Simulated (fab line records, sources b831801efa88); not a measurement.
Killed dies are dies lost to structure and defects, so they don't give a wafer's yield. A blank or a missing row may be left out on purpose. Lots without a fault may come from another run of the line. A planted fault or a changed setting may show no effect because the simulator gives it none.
fab line records | flow sfq_line | part 1 of 2: steps 1 to 28 of 40
record lots=5 wafers=15 last_day=91
route steps=325 shown I2@117 M3@118 I3@133 M4@148
lots that met no fault: from a run of the same line without faults
start_h: hours from the record's first day to the start of the lot's first wafer shown | wait_h: hours since the lot's step before | " the same as in the row above | L1.1+2: a row that stands for several wafers | - no value, or no start given | * or withheld: withheld | < > ~ a bound
route shown NAME@n: a module of which the file shows steps, and the number in the route of the first | usual: mean/standard deviation of fault-free wafers | same: alike in all rows | chamber/n: place in a boat | sites: the reading at each site | _std_site: their standard deviation | _edge_site: outer sites' mean less inner sites' | radius_mm: how far each site lies from the wafer's centre | mask NAME#n: copy n | behind: the tool/chamber that last shaped the wafer | hold: why the lot was held/for how many hours/how that ended | device: the transistor (n, p or np) that didn't switch | end of line: the same wafers' tests at the end of the route | a step without rows: its recipe alone | killed: dies lost to structure and defects at the first sort, not the wafer's yield | map: a wafer's dies, x killed, . not, _ none there
set.NAME: the setting as run; set.NAME@STEP: as run at that earlier step | model.NAME: the simulator's own value behind a step, which no gauge read
lots at some steps of the route; a table a step, a row a wafer
services: from which hour (start_h, from the record's first day; less than 0 if before it) a tool's chamber was out of use, for how many hours, and why
## steps
# step SFQ_TRILAYER_I2_VIA_STRIP_SOLV_CLEAN_072
# recipe chemistry=NMP temp_c=70 time_s=600
# same time_s=600
# columns lot.wafer tool chamber start_h wait_h
L074.1+2+3 wet_bench-04 7,4,1 918.74 0.4
L075.3+4+6 wet_bench-04 4,3,6 922.34 0.2
L081.3+5+6 wet_bench-02 7,1,5 969.14 0.2
L082.1+3+6 wet_bench-02 6,4,7 977.66 0.4
L089.2+4+6 wet_bench-04 0,3,1 1057.11 0.4
# step SFQ_TRILAYER_M3_DEP_PRE_CLEAN_074
# recipe gas=Ar time_s=22.5 bias_v=250
# same time_s=22.5
# columns lot.wafer tool chamber start_h wait_h
L074.1+2+3 pvd_sputter-06 - 918.91 0.0
L075.3+4+6 pvd_sputter-05 - 922.51 0.0
L081.3+5+6 pvd_sputter-06 - 969.31 0.0
L082.1+3+6 pvd_sputter-04 - 977.84 0.0
L089.2+4+6 pvd_sputter-06 - 1057.29 0.0
# step SFQ_TRILAYER_M3_DEP_SPUTTER_073
# recipe material=Nb base_pressure_pa=1.33e-06 chamber_pressure_pa=0.1333 substrate_temp_c=20 resputter_cathode_voltage_v=400 target_thk_nm=200 power_w=2000 time_s=133.3
# usual throttle_valve_pct=30.1/1.2
# same time_s=133.3
# columns lot.wafer tool chamber start_h wait_h throttle_valve_pct
L074.1 pvd_sputter-06 - 918.94 0.0 30.6
L074.2 " - " " 30.2
L074.3 " - " " 31.4
L075.3 pvd_sputter-05 - 922.54 0.0 31.1
L075.4 " - " " 28.3
L075.6 " - " " 28.2
L081.3 pvd_sputter-06 - 969.34 0.0 31.4
L081.5 " - " " 30.4
L081.6 " - " " 31.5
L082.1 pvd_sputter-04 - 977.87 0.0 30.2
L082.3 " - " " 29.6
L082.6 " - " " 29.6
L089.2 pvd_sputter-06 - 1057.32 0.0 30.6
L089.4 " - " " 30.1
L089.6 " - " " 29.9
# step SFQ_M3_RS_MEAS_919
# recipe thk_meas_gauge=four-point-probe reads=Nb_of_TRILAYER_M3_DEP_SPUTTER_073
# usual M3_NB_RS=0.890/0.0099
# columns lot.wafer tool chamber start_h wait_h M3_NB_RS[ohm/sq]
L074.1 film_metro-02 - 919.03 0.0 0.881
L074.2 " - " " 0.890
L074.3 " - " " 0.886
L075.3 film_metro-03 - 922.67 0.1 0.899
L075.4 " - " " 0.887
L075.6 " - " " 0.879
L081.3 film_metro-03 - 969.47 0.1 0.885
L081.5 " - " " 0.889
L081.6 " - " " 0.900
L082.1 film_metro-02 - 977.96 0.0 0.889
L082.3 " - " " 0.889
L082.6 " - " " 0.896
L089.2 film_metro-02 - 1057.43 0.1 0.889
L089.4 " - " " 0.886
L089.6 " - " " 0.893
# step SFQ_TRILAYER_M3_LITHO_COAT_080
# recipe resist=BARC spin_rpm=3000 resist_thk_nm=62
# columns lot.wafer tool chamber start_h wait_h
L074.1+2+3 litho_track-03 0 919.21 0.1
L075.3+4+6 litho_track-03 0 922.91 0.1
L081.3+5+6 litho_track-01 0 969.71 0.1
L082.1+3+6 litho_track-03 0 978.14 0.1
L089.2+4+6 litho_track-02 0 1057.64 0.1
# step SFQ_TRILAYER_M3_LITHO_COAT_075
# recipe resist=KrF spin_rpm=3000 resist_thk_nm=600
# columns lot.wafer tool chamber start_h wait_h
L074.1+2+3 litho_track-03 0 919.51 0.2
L075.3+4+6 litho_track-03 0 923.21 0.2
L081.3+5+6 litho_track-01 0 970.01 0.2
L082.1+3+6 litho_track-03 0 978.44 0.2
L089.2+4+6 litho_track-02 0 1057.94 0.2
# step SFQ_TRILAYER_M3_LITHO_SOFTBAKE_079
# recipe temp_c=withheld time_s=withheld resist=KrF
# columns lot.wafer tool chamber start_h wait_h
L074.1+2+3 litho_track-03 0 919.81 0.2
L075.3+4+6 litho_track-03 0 923.46 0.2
L081.3+5+6 litho_track-01 0 970.26 0.2
L082.1+3+6 litho_track-03 0 978.74 0.2
L089.2+4+6 litho_track-02 0 1058.21 0.2
# step SFQ_TRILAYER_M3_LITHO_EXPOSE_076
# recipe mask_id=M3 na=0.6 source_shape=conventional sigma_outer=0.65 target_cd_nm=500 dose_mj=14.4
# usual stage_vel_mm_s=500.01/0.28
# columns lot.wafer tool chamber start_h wait_h mask stage_vel_mm_s
L074.1 krf_scanner-02 0 1052.42 - M3#0 500.29
L074.2 " 0 " " M3#0 500.38
L074.3 " 0 " " M3#0 500.23
L075.3 krf_scanner-02 0 1056.42 - M3#0 499.79
L075.4 " 0 " " M3#0 500.19
L075.6 " 0 " " M3#0 500.05
L081.3 krf_scanner-01 0 1114.15 - M3#0 500.26
L081.5 " 0 " " M3#0 499.97
L081.6 " 0 " " M3#0 499.95
L082.1 krf_scanner-01 0 1122.15 - M3#0 499.79
L082.3 " 0 " " M3#0 499.76
L082.6 " 0 " " M3#0 499.66
L089.2 krf_scanner-02 0 1194.80 - M3#0 499.99
L089.4 " 0 " " M3#0 499.97
L089.6 " 0 " " M3#0 500.02
# step SFQ_TRILAYER_M3_LITHO_PEB_078
# recipe peb_temp_c=115 peb_time_s=60 resist=KrF
# same peb_time_s=60
# columns lot.wafer tool chamber start_h wait_h
L074.1+2+3 litho_track-03 0 1053.62 1.0
L075.3+4+6 litho_track-01 0 1057.27 0.7
L081.3+5+6 litho_track-03 0 1115.00 0.7
L082.1+3+6 litho_track-01 0 1123.35 1.0
L089.2+4+6 litho_track-01 0 1195.83 0.8
# step SFQ_TRILAYER_M3_LITHO_DEVELOP_077
# recipe time_s=60 resist=KrF
# same time_s=60
# columns lot.wafer tool chamber start_h wait_h
L074.1+2+3 litho_track-03 0 1053.77 0.1
L075.3+4+6 litho_track-01 0 1057.42 0.1
L081.3+5+6 litho_track-03 0 1115.15 0.1
L082.1+3+6 litho_track-01 0 1123.50 0.1
L089.2+4+6 litho_track-01 0 1195.98 0.1
# step SFQ_M3_OVL_MEAS_921
# usual M3_OVL=-3/5.4
# columns lot.wafer tool chamber start_h wait_h M3_OVL[nm]
L074.1 overlay-02 - 1053.92 0.1 1
L074.2 " - " " -2
L074.3 " - " " -1
L075.3 overlay-01 - 1057.54 0.1 -3
L075.4 " - " " -3
L075.6 " - " " -11
L081.3 overlay-01 - 1115.26 0.1 5
L081.5 " - " " -1
L081.6 " - " " 11
L082.1 overlay-01 - 1123.65 0.1 -4
L082.3 " - " " -4
L082.6 " - " " -5
L089.2 overlay-01 - 1196.11 0.1 -10
L089.4 " - " " -10
L089.6 " - " " -8
# step SFQ_TRILAYER_M3_BARC_OPEN_METAL_ETCH_100
# recipe mask_material=PR chemistry=O2 target_depth_nm=125 target=BARC icp_w=600 bias_w=80 pressure_mtorr=10 time_s=41.7
# usual drypump_motor_current_A=5.49/0.26 oes_product_au=0.685/0.0047 rf_fwd_power_W=594.0/2.4
# same time_s=41.7
# columns lot.wafer tool chamber start_h wait_h drypump_motor_current_A oes_product_au rf_fwd_power_W rf_hours_counter_h
L074.1 rie_metal-03 1 1053.96 0.0 5.14 0.676 595.3 2
L074.2 " 0 " " 5.93 0.679 594.8 10
L074.3 " 0 " " 5.96 0.682 593.7 -
L075.3 rie_metal-03 0 1057.58 0.0 5.94 0.686 597.0 -
L075.4 " 1 " " 5.14 0.687 596.9 -
L075.6 " 0 " " 5.94 0.683 596.1 -
L081.3 rie_metal-04 1 1115.31 0.0 5.49 0.679 589.8 -
L081.5 " 1 " " 5.50 0.685 589.8 -
L081.6 " 0 " " 5.39 0.681 595.0 -
L082.1 rie_metal-04 1 1123.69 0.0 5.45 0.681 594.1 25
L082.3 " 0 " " 5.38 0.685 594.9 -
L082.6 " 0 " " 5.40 0.687 593.9 -
L089.2 rie_metal-04 0 1196.14 0.0 5.41 0.681 589.5 74
L089.4 " 1 " " 5.51 0.680 594.0 -
L089.6 " 0 " " 5.40 0.685 590.8 -
# step SFQ_TRILAYER_M3_ETCH_METAL_ETCH_078
# recipe target=Nb stop_on=SiO2 mask_material=PR chemistry=Cl2/Ar target_depth_nm=240 icp_w=600 bias_w=80 pressure_mtorr=10 time_s=120
# usual drypump_motor_current_A=5.49/0.26 oes_product_au=0.894/0.0073 rf_fwd_power_W=597.2/1.7
# same time_s=120
# columns lot.wafer tool chamber start_h wait_h drypump_motor_current_A oes_product_au rf_fwd_power_W rf_hours_counter_h
L074.1 rie_metal-03 1 1054.02 0.0 5.13 0.893 595.0 2
L074.2 " 0 " " 5.93 0.895 595.9 10
L074.3 " 0 " " 5.95 0.891 596.1 -
L075.3 rie_metal-03 0 1057.66 0.1 5.92 0.889 598.0 -
L075.4 " 1 " " 5.14 0.895 595.2 -
L075.6 " 0 " " 5.94 0.904 597.5 -
L081.3 rie_metal-04 1 1115.39 0.1 5.50 0.897 598.3 -
L081.5 " 1 " " 5.45 0.895 597.0 -
L081.6 " 0 " " 5.39 0.887 598.1 -
L082.1 rie_metal-04 1 1123.75 0.0 5.47 0.901 598.8 25
L082.3 " 0 " " 5.40 0.896 600.2 -
L082.6 " 0 " " 5.39 0.886 596.2 -
L089.2 rie_metal-04 0 1196.20 0.0 5.40 0.898 600.2 74
L089.4 " 1 " " 5.47 0.902 595.2 -
L089.6 " 0 " " 5.41 0.895 597.9 -
# step SFQ_TRILAYER_M3_STRIP_STRIP_079
# recipe gas=O2 power_w=200 platen_temp_c=40 overash_fraction=0.65 chemistry=O2 pressure_mtorr=50
# usual drypump_motor_current_A=5.50/0.26 oes_product_au=0.995/0.012
# columns lot.wafer tool chamber start_h wait_h drypump_motor_current_A oes_product_au rf_hours_counter_h
L074.1 rie_metal-03 1 1054.15 0.1 5.15 0.992 2
L074.2 " 0 " " 5.95 1.023 10
L074.3 " 0 " " 5.95 1.021 -
L075.3 rie_metal-03 0 1057.95 0.2 5.94 1.027 -
L075.4 " 1 " " 5.17 0.982 -
L075.6 " 0 " " 5.95 1.019 -
L081.3 rie_metal-04 1 1115.67 0.2 5.47 0.998 -
L081.5 " 1 " " 5.50 0.986 -
L081.6 " 0 " " 5.40 1.000 -
L082.1 rie_metal-04 1 1123.87 0.1 5.46 0.985 25
L082.3 " 0 " " 5.40 1.008 -
L082.6 " 0 " " 5.40 1.007 -
L089.2 rie_metal-04 0 1196.33 0.1 5.37 0.994 75
L089.4 " 1 " " 5.51 0.988 -
L089.6 " 0 " " 5.39 1.000 -
# step SFQ_TRILAYER_M3_STRIP_SOLV_CLEAN_080
# recipe chemistry=NMP temp_c=70 time_s=600
# same time_s=600
# columns lot.wafer tool chamber start_h wait_h
L074.1+2+3 wet_bench-01 1,4,2 1054.75 0.4
L075.3+4+6 wet_bench-01 0,6,4 1058.35 0.2
L081.3+5+6 wet_bench-04 1,0,4 1116.07 0.2
L082.1+3+6 wet_bench-02 6,2,4 1124.47 0.4
L089.2+4+6 wet_bench-02 5,3,2 1196.93 0.4
# step SFQ_TRILAYER_I3_DEP_PECVD_081
# recipe material=SiO2 temp_c=150 time_s=111.11 pressure_torr=2.4 rf_w=183.3 precursor=SiH4/N2O target_thk_nm=500
# usual heater_power_w=82/14 rf_fwd_power_W=182.3/0.64 throttle_valve_pct=24.8/1.4
# same time_s=111.11
# columns lot.wafer tool chamber start_h wait_h heater_power_w rf_fwd_power_W throttle_valve_pct
L074.1 pecvd-01 0 1054.92 0.0 80 182.4 26.0
L074.2 " 1 " " 74 182.3 24.4
L074.3 " 1 " " 76 182.5 24.5
L075.3 pecvd-03 0 1058.52 0.0 109 182.5 21.9
L075.4 " 0 " " 109 183.2 22.2
L075.6 " 2 " " 105 181.7 23.6
L081.3 pecvd-03 1 1116.25 0.0 92 182.1 24.8
L081.5 " 0 " " 107 182.3 22.1
L081.6 " 1 " " 92 182.6 24.7
L082.1 pecvd-01 0 1124.65 0.0 77 183.0 26.0
L082.3 " 1 " " 67 181.7 24.3
L082.6 " 2 " " 84 181.9 26.6
L089.2 pecvd-01 0 1197.10 0.0 83 182.3 26.0
L089.4 " 0 " " 68 182.2 26.1
L089.6 " 1 " " 60 182.7 24.6
# step SFQ_TRILAYER_I3_CMP_CMP_082
# recipe material=SiO2 down_force_psi=3 platen_rpm=60 pad_velocity_m_s=0.94248
# usual motor_current_A=10.2/0.71 time_to_endpoint_s=212/8.2
# columns lot.wafer tool chamber start_h wait_h motor_current_A time_to_endpoint_s
L074.1 cmp-01 2 1055.04 0.1 10.6 216
L074.3 " 0 1056.04 1.0 10.1 220
L074.2 " 1 " " 10.1 208
L075.4 cmp-01 1 1058.60 0.0 9.7 226
L075.3 " 3 1059.60 1.0 9.9 219
L075.6 " 1 1060.60 2.0 10.0 227
L081.3 cmp-02 2 1117.32 1.0 9.9 200
L081.6 " 0 1118.32 2.0 10.7 203
L081.5 " 1 " " 9.4 200
L082.1 cmp-02 0 1125.32 0.6 10.6 209
L082.3 " 2 1126.32 1.6 9.6 201
L082.6 " 1 1127.82 3.1 9.4 210
L089.2 cmp-02 2 1199.05 1.9 9.7 203
L089.4 " 3 " " 10.8 221
L089.6 " 0 " " 10.6 206
# step SFQ_I3_BOW_MEAS_922
# recipe mode=bow
# usual I3_BOW=3/8
# columns lot.wafer tool chamber start_h wait_h I3_BOW[um]
L074.1 film_metro-03 - 1058.04 2.5 4
L074.2 " - " " 5
L074.3 " - " " 17
L075.3 film_metro-02 - 1061.64 1.5 9
L075.4 " - " " 11
L075.6 " - " " 13
L081.3 film_metro-03 - 1119.36 1.5 -8
L081.5 " - " " -5
L081.6 " - " " -3
L082.1 film_metro-04 - 1128.32 2.5 5
L082.3 " - " " -2
L082.6 " - " " -6
L089.2 film_metro-04 - 1201.07 1.5 12
L089.4 " - " " -5
L089.6 " - " " 1
# step SFQ_TRILAYER_I3_METRO_MEASURE_083
# usual thk_nm=199.6/0.94
# columns lot.wafer tool chamber start_h wait_h thk_nm
L074.1 film_metro-03 - 1058.16 0.1 199.3
L074.2 " - " " 199.4
L074.3 " - " " 198.5
L075.3 film_metro-02 - 1062.12 0.5 198.5
L075.4 " - " " 200.1
L075.6 " - " " 198.9
L081.3 film_metro-03 - 1119.84 0.5 200.1
L081.5 " - " " 198.7
L081.6 " - " " 200.2
L082.1 film_metro-04 - 1128.44 0.1 199.4
L082.3 " - " " 199.1
L082.6 " - " " 198.5
L089.2 film_metro-04 - 1201.37 0.3 199.4
L089.4 " - " " 200.5
L089.6 " - " " 200.1
# step SFQ_TRILAYER_I3_VIA_LITHO_COAT_090
# recipe resist=BARC spin_rpm=3000 resist_thk_nm=62
# columns lot.wafer tool chamber start_h wait_h
L074.1+2+3 litho_track-01 0 1059.36 1.0
L075.3+4+6 litho_track-03 0 1063.02 0.7
L081.3+5+6 litho_track-01 0 1120.74 0.7
L082.1+3+6 litho_track-03 0 1129.65 1.0
L089.2+4+6 litho_track-01 0 1202.42 0.8
# step SFQ_TRILAYER_I3_VIA_LITHO_COAT_085
# recipe resist=KrF spin_rpm=3000 resist_thk_nm=650
# columns lot.wafer tool chamber start_h wait_h
L074.1+2+3 litho_track-01 0 1059.66 0.2
L075.3+4+6 litho_track-03 0 1063.32 0.2
L081.3+5+6 litho_track-01 0 1121.04 0.2
L082.1+3+6 litho_track-03 0 1129.95 0.2
L089.2+4+6 litho_track-01 0 1202.72 0.2
# step SFQ_TRILAYER_I3_VIA_LITHO_SOFTBAKE_089
# recipe temp_c=withheld time_s=withheld resist=KrF
# columns lot.wafer tool chamber start_h wait_h
L074.1+2+3 litho_track-01 0 1059.96 0.2
L075.3+4+6 litho_track-03 0 1063.57 0.2
L081.3+5+6 litho_track-01 0 1121.29 0.2
L082.1+3+6 litho_track-03 0 1130.25 0.2
L089.2+4+6 litho_track-01 0 1202.99 0.2
# step SFQ_TRILAYER_I3_VIA_LITHO_EXPOSE_086
# recipe mask_id=I3 na=0.6 source_shape=conventional sigma_outer=0.65 target_cd_nm=500 dose_mj=21.3
# usual stage_vel_mm_s=499.96/0.25
# columns lot.wafer tool chamber start_h wait_h mask stage_vel_mm_s
L074.1 krf_scanner-02 0 1195.80 - I3#0 499.86
L074.2 " 0 " " I3#0 499.67
L074.3 " 0 " " I3#0 499.94
L075.3 krf_scanner-02 0 1201.00 - I3#0 500.23
L075.4 " 0 " " I3#0 500.03
L075.6 " 0 " " I3#0 500.00
L081.3 krf_scanner-01 0 1256.62 - I3#0 499.57
L081.5 " 0 " " I3#0 500.03
L081.6 " 0 " " I3#0 499.69
L082.1 krf_scanner-01 0 1267.02 - I3#0 500.01
L082.3 " 0 " " I3#0 500.44
L082.6 " 0 " " I3#0 499.86
L089.2 krf_scanner-02 0 1334.32 - I3#0 499.90
L089.4 " 0 " " I3#0 499.68
L089.6 " 0 " " I3#0 499.41
# step SFQ_TRILAYER_I3_VIA_LITHO_PEB_088
# recipe peb_temp_c=115 peb_time_s=60 resist=KrF
# same peb_time_s=60
# columns lot.wafer tool chamber start_h wait_h
L074.1+2+3 litho_track-01 0 1197.00 1.0
L075.3+4+6 litho_track-01 0 1201.85 0.7
L081.3+5+6 litho_track-04 0 1257.47 0.7
L082.1+3+6 litho_track-04 0 1268.22 1.0
L089.2+4+6 litho_track-03 0 1335.34 0.8
# step SFQ_TRILAYER_I3_VIA_LITHO_DEVELOP_087
# recipe time_s=60 resist=KrF
# same time_s=60
# columns lot.wafer tool chamber start_h wait_h
L074.1+2+3 litho_track-01 0 1197.15 0.1
L075.3+4+6 litho_track-01 0 1202.00 0.1
L081.3+5+6 litho_track-04 0 1257.62 0.1
L082.1+3+6 litho_track-04 0 1268.37 0.1
L089.2+4+6 litho_track-03 0 1335.49 0.1
# step SFQ_I3_OVL_MEAS_923
# usual I3_OVL=-2/6.2
# columns lot.wafer tool chamber start_h wait_h I3_OVL[nm]
L074.1 overlay-01 - 1197.30 0.1 5
L074.2 " - " " 1
L074.3 " - " " -4
L075.3 overlay-01 - 1202.12 0.1 -2
L075.4 " - " " 0
L075.6 " - " " 0
L081.3 overlay-01 - 1257.73 0.1 -7
L081.5 " - " " -6
L081.6 " - " " -8
L082.1 overlay-01 - 1268.52 0.1 -9
L082.3 " - " " -11
L082.6 " - " " -8
L089.2 overlay-02 - 1335.62 0.1 5
L089.4 " - " " 5
L089.6 " - " " 5
# step SFQ_TRILAYER_I3_VIA_BARC_OPEN_VIA_ETCH_121
# recipe mask_material=PR chemistry=O2 target_depth_nm=125 target=BARC source_w=500 bias_w=80 pressure_mtorr=30 time_s=41.7
# usual drypump_motor_current_A=5.6/0.45 oes_product_au=0.685/0.0049 rf_fwd_power_W=494.0/2.4
# same time_s=41.7
# columns lot.wafer tool chamber start_h wait_h drypump_motor_current_A oes_product_au rf_fwd_power_W rf_hours_counter_h
L074.1 rie_diel-03 2 1197.34 0.0 5.1 0.689 497.2 4
L074.2 " 3 " " 5.5 0.676 495.0 5
L074.3 " 1 " " 4.8 0.686 498.6 15
L075.3 rie_diel-03 1 1202.14 0.0 4.8 0.687 497.4 15
L075.4 " 2 " " 5.1 0.695 496.2 4
L075.6 " 2 " " 5.1 0.684 493.8 -
L081.3 rie_diel-03 3 1257.76 0.0 5.5 0.692 497.2 6
L081.5 " 0 " " 5.3 0.676 493.7 -
L081.6 " 3 " " 5.5 0.676 499.1 -
L082.1 rie_diel-02 2 1268.56 0.0 6.0 0.686 493.7 15
L082.3 " 0 " " 5.8 0.688 490.4 2
L082.6 " 2 " " 6.0 0.689 493.7 -
L089.2 rie_diel-03 2 1335.65 0.0 5.1 0.675 493.9 6
L089.4 " 2 " " 5.1 0.675 494.9 -
L089.6 " 3 " " 5.5 0.682 499.6 -
# step SFQ_TRILAYER_I3_VIA_ETCH_VIA_ETCH_088
# recipe target=SiO2 stop_on=Nb mask_material=PR taper_deg=20 chemistry=CHF3 target_depth_nm=260 source_w=500 bias_w=80 pressure_mtorr=30 time_s=withheld
# usual drypump_motor_current_A=5.6/0.45 oes_product_au=0.854/0.0053 rf_fwd_power_W=497.9/1.7
# columns lot.wafer tool chamber start_h wait_h drypump_motor_current_A oes_product_au rf_fwd_power_W
L074.1 rie_diel-03 2 1197.38 0.0 5.2 0.853 499.3
L074.2 " 3 " " 5.5 0.845 499.4
L074.3 " 1 " " 4.8 0.851 497.8
L075.3 rie_diel-03 1 1202.18 0.0 4.8 0.844 498.2
L075.4 " 2 " " 5.1 0.856 500.4
L075.6 " 2 " " 5.1 0.849 500.1
L081.3 rie_diel-03 3 1257.80 0.0 5.5 0.859 498.7
L081.5 " 0 " " 5.3 0.858 498.1
L081.6 " 3 " " 5.5 0.854 498.1
L082.1 rie_diel-02 2 1268.60 0.0 6.0 0.847 498.7
L082.3 " 0 " " 5.9 0.846 493.9
L082.6 " 2 " " 6.0 0.855 497.0
L089.2 rie_diel-03 2 1335.69 0.0 5.1 0.856 499.2
L089.4 " 2 " " 5.1 0.855 500.4
L089.6 " 3 " " 5.5 0.854 501.1
